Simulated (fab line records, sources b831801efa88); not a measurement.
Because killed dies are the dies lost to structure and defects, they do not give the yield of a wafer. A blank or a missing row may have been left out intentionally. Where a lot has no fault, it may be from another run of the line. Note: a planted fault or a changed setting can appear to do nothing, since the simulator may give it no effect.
Which of the tools did it? | flow sky130 | 42 wafers from 14 lots sampled at 5 of the route's 708 steps

== WHAT EACH GAUGE READ, for each wafer ==
SKY_POLY_CUT_OVL_MEAS_09. Usual: POLY_CUT_OVL 1 nm, standard deviation 5.1.
lot  | measured     | on         | POLY_CUT_OVL (nm) | flag
L393 | day 24 09:36 | overlay-02 | 7 3 6             | 
L396 | day 24 22:38 | overlay-02 | 2 5 -5            | 
L397 | day 25 12:01 | overlay-01 | 9 3 0             | 
L401 | day 27 01:23 | overlay-01 | -6 -1 1           | 
L402 | day 27 09:42 | overlay-02 | 9 17 7            | 
L404 | day 28 18:13 | overlay-02 | 1 7 3             | 
L405 | day 28 22:10 | overlay-02 | 4 2 2             | 
L406 | day 28 22:38 | overlay-01 | -5 -8 -2          | 
L408 | day 29 10:50 | overlay-02 | 3 -6 0            | 
L409 | day 29 23:25 | overlay-02 | -2 4 -1           | 
L410 | day 30 00:59 | overlay-01 | 9 2 1             | 
L411 | day 30 04:43 | overlay-01 | 4 4 3             | 
L413 | day 31 04:16 | overlay-01 | -2 -2 -5          | 
L415 | day 31 15:40 | overlay-02 | 7 -5 0            | 

SKY_SD_P_OVL_MEAS_08. Usual: SD_P_OVL 0.4 nm, standard deviation 1.6.
lot  | measured     | on         | SD_P_OVL (nm)                 | flag
L393 | day 25 15:52 | overlay-01 | -0.9 -0.8 -0.8                | 
L396 | day 26 04:31 | overlay-02 | 2.5 2.0 1.6                   | 
L397 | day 26 16:46 | overlay-01 | -0.4 -1.2 0.8                 | 
L401 | day 28 04:59 | overlay-01 | -1.0 -2.6 -0.8                | 
L402 | day 28 13:32 | overlay-02 | 3.5 1.9 1.6                   | 
L404 | day 29 21:22 | overlay-02 | -0.3 0.0 -0.5                 | 
L405 | day 30 01:13 | overlay-02 | 1.8 0.7 -0.2                  | 
L406 | day 30 02:07 | overlay-01 | -1.4 0.3 0.9                  | 
L408 | day 30 13:02 | overlay-01 | 1.0 1.2 2.1                   | 
L409 | day 31 01:02 | overlay-01 | 56.6 56.1 57.2 57.5 56.8 57.4 | OFF
L410 | day 31 03:55 | overlay-01 | 56.7 56.5 55.2 57.3 57.3 56.1 | OFF
L411 | day 31 06:34 | overlay-01 | 55.3 57.3 57.1 55.8 57.3 57.7 | OFF
L413 | day 32 07:31 | overlay-01 | 1.1 0.1 -1.6                  | 
L415 | day 32 18:25 | overlay-01 | -1.1 -1.2 0.5                 | 

SKY_SD_N_TW_MEAS_12. Usual: SD_N_TW 4032, standard deviation 40.
lot  | measured     | on           | SD_N_TW        | flag
L393 | day 28 01:25 | filmMetro-03 | 4045 4047 4048 | 
L396 | day 28 12:52 | filmMetro-03 | 4070 4059 4049 | 
L397 | day 28 23:58 | filmMetro-03 | 4050 4039 4059 | 
L401 | day 30 11:29 | filmMetro-04 | 4015 4017 4031 | 
L402 | day 30 18:41 | filmMetro-03 | 4097 4065 4053 | 
L404 | day 32 02:29 | filmMetro-04 | 3962 3976 3954 | 
L405 | day 32 07:10 | filmMetro-04 | 3970 3977 3966 | 
L406 | day 32 07:46 | filmMetro-02 | 3988 3978 3969 | 
L408 | day 32 18:50 | filmMetro-04 | 3983 3990 3955 | 
L413 | day 34 13:43 | filmMetro-03 | 4069 4075 4047 | 
L415 | day 35 01:11 | filmMetro-03 | 4072 4059 4067 | 

== WHICH TOOL RAN EACH LOT (tool, then ch and the chambers of the sampled wafers, then the start) ==
lot  | SKY_LDD_P_STRIP_10                  | SKY_SD_P_EXPOSE_04
L393 | plasmaAsher-03 ch 0,1, day 19 01:45 | ilineStepper-02 ch 0, day 25 01:08
L396 | plasmaAsher-01 ch 0,1, day 19 15:45 | ilineStepper-01 ch 0, day 25 14:19
L397 | plasmaAsher-04 ch 0,1, day 20 06:40 | ilineStepper-02 ch 0, day 26 02:35
L401 | plasmaAsher-04 ch 0,1, day 21 18:38 | ilineStepper-02 ch 0, day 27 15:20
L402 | plasmaAsher-04 ch 0,1, day 22 06:53 | ilineStepper-01 ch 0, day 28 00:04
L404 | plasmaAsher-01 ch 0,1, day 23 19:34 | ilineStepper-02 ch 0, day 29 08:04
L405 | plasmaAsher-04 ch 0,1, day 23 23:03 | ilineStepper-01 ch 0, day 29 12:08
L406 | plasmaAsher-04 ch 0,1, day 23 23:29 | ilineStepper-01 ch 0, day 29 12:46
L408 | plasmaAsher-01 ch 0,1, day 24 17:05 | ilineStepper-01 ch 0, day 29 23:55
L409 | plasmaAsher-04 ch 0,1, day 25 06:17 | ilineStepper-02 ch 0, day 30 12:02
L410 | plasmaAsher-01 ch 0,1, day 25 06:56 | ilineStepper-02 ch 0, day 30 14:29
L411 | plasmaAsher-03 ch 0,1, day 25 11:37 | ilineStepper-02 ch 0, day 30 18:05
L413 | plasmaAsher-04 ch 0,1, day 26 14:45 | ilineStepper-01 ch 0, day 31 17:47
L415 | plasmaAsher-01 ch 0,1, day 27 01:55 | ilineStepper-01 ch 0, day 32 04:49
- SKY_LDD_P_STRIP_10: strips in O2/N2.
- SKY_SD_P_EXPOSE_04: exposes mask PSDM, target cd 380 nm.

== AS READ BY THE TOOLS THEMSELVES (means over the sampled wafers that have a number; for cases with no such wafer, the mark the record gives instead) ==
SKY_LDD_P_STRIP_10. Usual: drypumpMotorCurrentA 5.7 A, standard deviation 0.44; oesProductAu 0.715 a.u., standard deviation 0.0042; stripTimeToEndpointS 14.17 s, standard deviation 0.043.
lot  | tool           | drypumpMotorCurrentA (A) | oesProductAu (a.u.) | stripTimeToEndpointS (s) | flag
L393 | plasmaAsher-03 | 5.7                      | 0.718               | 14.25                    | 
L396 | plasmaAsher-01 | 5.3                      | 0.712               | 14.15                    | 
L397 | plasmaAsher-04 | 5.9                      | 0.718               | 14.13                    | 
L401 | plasmaAsher-04 | 5.9                      | 0.714               | 14.22                    | 
L402 | plasmaAsher-04 | 5.9                      | 0.718               | 14.19                    | 
L404 | plasmaAsher-01 | 5.3                      | 0.718               | 14.11                    | 
L405 | plasmaAsher-04 | 5.9                      | 0.714               | 14.20                    | 
L406 | plasmaAsher-04 | 6.0                      | 0.713               | 14.17                    | 
L408 | plasmaAsher-01 | 5.7                      | 0.716               | 14.16                    | 
L409 | plasmaAsher-04 | 6.0                      | 0.716               | 14.18                    | 
L410 | plasmaAsher-01 | 5.3                      | 0.715               | 14.15                    | 
L411 | plasmaAsher-03 | 5.5                      | 0.715               | 14.16                    | 
L413 | plasmaAsher-04 | 6.0                      | 0.716               | 14.18                    | 
L415 | plasmaAsher-01 | 5.7                      | 0.719               | 14.19                    | 

== THE ANSWER, worked out from the rows above alone ==
Rule: take the mean of a lot's wafers that have a number; if it is more than 3 standard deviations from the usual mean, the lot is off. A lot without any number at a reading at which 4 lots or more have one is off too. The other lots that the step has rows for count as sound. After the gauges, taken in route order, come the tools' own readings; for these a lot's mean is taken, as printed above. At the first step where some lot is off, the reading lying furthest off is the one used; lots without a number count as furthest.
Off: L409, L410, L411, at SKY_SD_P_OVL_MEAS_08 (SD_P_OVL).
A tool fits if, at a process step before that reading, it ran every lot that is off, and no sound lot after the first of them. The gauges at SKY_SD_P_OVL_MEAS_08 are tried like those tools. One fits: SKY_SD_P_EXPOSE_04 on ilineStepper-02. Its last sound lot is L404 (day 29 08:04), its first lot that is off L409 (day 30 12:02): a fault that began between those two fits.

== WHAT WAS PUT IN BY THE SIMULATOR ==
Scanner matching overlay: ilineStepper-02, from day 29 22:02 on, at SKY_SD_P_EXPOSE_04. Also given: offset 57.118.
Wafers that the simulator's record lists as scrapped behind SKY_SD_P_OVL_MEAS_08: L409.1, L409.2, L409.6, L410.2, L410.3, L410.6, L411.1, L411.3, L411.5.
Lots struck among those shown: L409, L410, L411. The rule above reached the same finding.
